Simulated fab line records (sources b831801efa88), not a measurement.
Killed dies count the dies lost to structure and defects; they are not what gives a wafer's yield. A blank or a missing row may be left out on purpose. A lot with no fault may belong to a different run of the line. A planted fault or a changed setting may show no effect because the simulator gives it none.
What tool caused it? ; flow gf180mcu ; 15 lots with 45 wafers sampled at 4 steps, on a route of 602 steps

== WHAT THE GAUGES SHOWED, per wafer ==
GF_PSD_TW_MEAS_11. Usual: PSD_TW gives 3184 (standard deviation 32).
lot;measured;on;PSD_TW;flag
L926;day 14 15:02;film_metro-03;3171 3160 3150;
L927;day 15 08:34;film_metro-04;3226 3199 3211;
L928;day 15 10:52;film_metro-04;3219 3244 3244;
L929;day 15 18:29;film_metro-02;3175 3161 3177;
L930;day 16 03:58;film_metro-03;3160 3172 3171;
L933;day 16 23:44;film_metro-03;3182 3160 3186;
L934;day 17 14:58;film_metro-04;3221 3220 3207;
L936;day 18 01:50;film_metro-02;3141 3145 3147;
L941;day 19 19:22;film_metro-02;3146 3157 3166;
L942;day 20 10:59;film_metro-04;3239 3227 3223;
L943;day 21 00:52;film_metro-02;3134 3141 3142;
L944;day 21 12:01;film_metro-03;3204 3198 3183;
L946;day 21 18:32;film_metro-03;3189 3180 3188;
L947;day 22 09:34;film_metro-04;3260 3239 3251;
L948;day 22 19:23;film_metro-02;3165 3157 3160;

GF_M1_RS_MEAS_05: uses a four-point probe to measure. Usual: M1_ALCU_RS gives 0.0697 ohm/sq (standard deviation 0.00085).
lot;measured;on;M1_ALCU_RS (ohm/sq);flag
L926;day 16 13:04;film_metro-03;0.0678 0.0686 0.0677;
L927;day 17 08:49;film_metro-04;0.0706 0.0697 0.0713;
L928;day 17 11:26;film_metro-03;0.0694 0.0695 0.0692;
L929;day 17 20:00;film_metro-03;0.0698 0.0704 0.0702;
L930;day 18 06:25;film_metro-02;0.0711 0.0708 0.0695;
L941;day 21 22:20;film_metro-04;0.0696 0.0697 0.0699;
L942;day 22 15:04;film_metro-02;0.0689 0.0696 0.0688;
L943;day 23 03:13;film_metro-04;0.0698 0.0714 0.0698;
L944;day 23 14:41;film_metro-04;0.0704 0.0696 0.0703;
L946;day 23 20:01;film_metro-02;0.0705 0.0707 0.0709;
L947;day 24 09:47;film_metro-03;0.0691 0.0701 0.0705;
L948;day 24 19:56;film_metro-02;0.0704 0.0703 0.0705;

== EACH LOT AND THE TOOL THAT RAN IT (in order: tool; ch and the chambers of the sampled wafers; start) ==
lot;GF_SAB_STRIP_13;GF_CONTACT_PEB_12
L926;plasma_asher-04 ch 0,1, day 15 12:33;litho_track-01 ch 0, day 16 11:13
L927;plasma_asher-04 ch 0,1, day 16 06:49;litho_track-02 ch 0, day 17 06:55
L928;plasma_asher-04 ch 0,1, day 16 09:49;litho_track-01 ch 0, day 17 09:36
L929;plasma_asher-02 ch 0,1, day 16 17:31;litho_track-03 ch 0, day 17 18:08
L930;plasma_asher-01 ch 0, day 17 03:52;litho_track-01 ch 0, day 18 04:24
L933;plasma_asher-02 ch 0,1, day 18 00:15;litho_track-01, day 19 01:22
L934;plasma_asher-02 ch 0,1, day 18 15:53;litho_track-02, day 19 17:40
L936;plasma_asher-01 ch 0,1, day 19 02:16;litho_track-02, day 20 03:37
L941;plasma_asher-02 ch 0,1, day 20 19:52;litho_track-03 ch 0, day 21 20:28
L942;plasma_asher-04 ch 0,1, day 21 12:03;litho_track-02 ch 0, day 22 13:04
L943;plasma_asher-02 ch 0,1, day 22 01:48;litho_track-01 ch 0, day 23 01:22
L944;plasma_asher-04 ch 0,1, day 22 12:19;litho_track-01 ch 0, day 23 12:21
L946;plasma_asher-01 ch 0,1, day 22 18:40;litho_track-02 ch 0, day 23 18:10
L947;plasma_asher-04 ch 0,1, day 23 08:46;litho_track-01 ch 0, day 24 07:56
L948;plasma_asher-04 ch 1, day 23 18:52;litho_track-03 ch 0, day 24 17:53
- GF_SAB_STRIP_13: strips in O2/N2.
- GF_CONTACT_PEB_12: peb time 90 s.

== WHAT THE TOOLS THEMSELVES READ (means of the sampled wafers that have a number; where no wafer has one, the mark that the record gives instead) ==
GF_SAB_STRIP_13. Usual: drypump_motor_current_A 5.36 A, standard deviation 0.21; heater_power_w 346 W, standard deviation 57; o2_flow_sccm 3000 sccm, standard deviation 9.2; oes_product_au 0.710 a.u., standard deviation 0.0044; strip_time_to_endpoint_s 12.61 s, standard deviation 0.038.
lot;tool;drypump_motor_current_A (A);heater_power_w (W);o2_flow_sccm (sccm);oes_product_au (a.u.);strip_time_to_endpoint_s (s);flag
L926;plasma_asher-04;5.26;408;3010;0.714;12.60;
L927;plasma_asher-04;5.28;406;3018;0.711;12.68;
L928;plasma_asher-04;5.28;409;2994;0.710;12.65;
L929;plasma_asher-02;5.34;309;2995;0.711;12.59;
L930;plasma_asher-01;5.65;347;2993;0.713;12.62;
L933;plasma_asher-02;5.31;310;2991;0.707;12.64;
L934;plasma_asher-02;5.32;306;3005;0.710;12.60;
L936;plasma_asher-01;5.52;373;3005;0.708;12.59;
L941;plasma_asher-02;5.32;311;2986;0.713;12.62;
L942;plasma_asher-04;5.27;410;3011;0.710;12.60;
L943;plasma_asher-02;5.32;311;2998;0.709;12.59;
L944;plasma_asher-04;5.47;361;3005;0.709;12.60;
L946;plasma_asher-01;5.52;368;2992;0.711;12.59;
L947;plasma_asher-04;5.27;410;2998;0.714;12.63;
L948;plasma_asher-04;5.06;456;3004;0.711;12.59;

GF_CONTACT_PEB_12. Usual: chill_plate_temp_C 22.98 C, standard deviation 0.12; exhaust_pa 45.0 Pa, standard deviation 0.86.
lot;tool;chill_plate_temp_C (C);exhaust_pa (Pa);flag
L926;litho_track-01;22.83;45.8;
L927;litho_track-02;23.01;44.5;
L928;litho_track-01;23.15;45.6;
L929;litho_track-03;22.94;45.4;
L930;litho_track-01;22.77;45.6;
L933;litho_track-01;-;-;OFF
L934;litho_track-02;-;-;OFF
L936;litho_track-02;-;-;OFF
L941;litho_track-03;23.06;44.8;
L942;litho_track-02;22.91;44.4;
L943;litho_track-01;22.94;44.3;
L944;litho_track-01;22.78;44.6;
L946;litho_track-02;23.12;45.5;
L947;litho_track-01;23.03;45.6;
L948;litho_track-03;23.00;45.3;

== THE ANSWER, worked out from the rows above alone ==
Rule: a lot is off if the mean of its wafers that have a number lies more than 3 standard deviations from the usual mean. A lot without any number at a reading at which 4 lots or more have one is off too. Any other lot the step has rows for is counted as sound. The gauges are gone through in route order, then the tools' own readings, and for those a lot's mean is taken as printed above. At the first step where some lot is off, the reading lying furthest off is the one used; lots without a number count as furthest.
Off at GF_CONTACT_PEB_12 (chill_plate_temp_C): L933, L934, L936. Without a number there: L933, L934, L936.
A tool fits if, at that step or a process step before it, it ran every lot that is off, and no sound lot after the first of them. No candidate that was tried fits.

== WHAT WAS PUT IN BY THE SIMULATOR ==
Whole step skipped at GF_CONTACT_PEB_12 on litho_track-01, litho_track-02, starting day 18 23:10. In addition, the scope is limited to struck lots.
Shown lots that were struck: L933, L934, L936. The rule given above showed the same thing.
